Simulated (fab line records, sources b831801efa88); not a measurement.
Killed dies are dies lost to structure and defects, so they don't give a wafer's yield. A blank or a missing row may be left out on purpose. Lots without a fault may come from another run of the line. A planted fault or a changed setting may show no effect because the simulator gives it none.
Chamber matching | flow gf180mcu | GF_V2_CMP_26 on cmp-02: 4 sister chambers
The step polishes, stops on SiO2, t overpolish 15 s, target thk 0 nm. 4 wafers are shown with their chamber, then 12 later ones without.

WAFERS WITH THEIR CHAMBER
wafer  | chamber | motor_current_A (A)
L089.6 | 0       | 10.7
L090.1 | 3       | 11.5
L090.2 | 1       | 10.1
L090.6 | 2       | 11.2

WAFERS WITHOUT THEIR CHAMBER
wafer  | motor_current_A (A)
L091.3 | 12.5
L091.4 | 10.9
L091.6 | 9.9
L093.1 | 12.3
L093.2 | 10.9
L093.4 | 10.6
L094.2 | 9.3
L094.4 | 11.9
L094.6 | 11.8
L097.2 | 10.4
L097.5 | 9.7
L097.6 | 10.7

WHICH CHAMBER EACH WENT THROUGH
wafer  | from the rows above               | in truth
L091.3 | can't be placed: 3 or 2 or 0      | 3
L091.4 | can't be placed: 0 or 2 or 3 or 1 | 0
L091.6 | can't be placed: 1 or 0           | 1
L093.1 | can't be placed: 3 or 2 or 0      | 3
L093.2 | can't be placed: 0 or 2 or 3 or 1 | 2
L093.4 | can't be placed: 0 or 1 or 2 or 3 | 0
L094.2 | can't be placed: 1 or 0           | 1
L094.4 | can't be placed: 3 or 2 or 0      | 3
L094.6 | can't be placed: 3 or 2 or 0      | 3
L097.2 | can't be placed: 0 or 1 or 2 or 3 | 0
L097.5 | can't be placed: 1 or 0           | 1
L097.6 | can't be placed: 0 or 2 or 1 or 3 | 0
Placed correctly: 0 of 12. Can't be placed from these rows: 12 (the true chamber is among the candidates in 12). Placed wrongly: 0.
How it was worked out, from the rows above alone: a wafer's distance from a chamber is the root of the sum, over the readings, of the square of ((its reading less the chamber's mean) divided by the reading's scatter). The wafer belongs to the nearest chamber; if the next one is less than 2 further off, it can't be placed. A chamber's mean is the mean of its shown wafers. The scatter: with one shown wafer a chamber, the root of the mean of the squares of how far each hidden wafer lies from its nearest shown one.
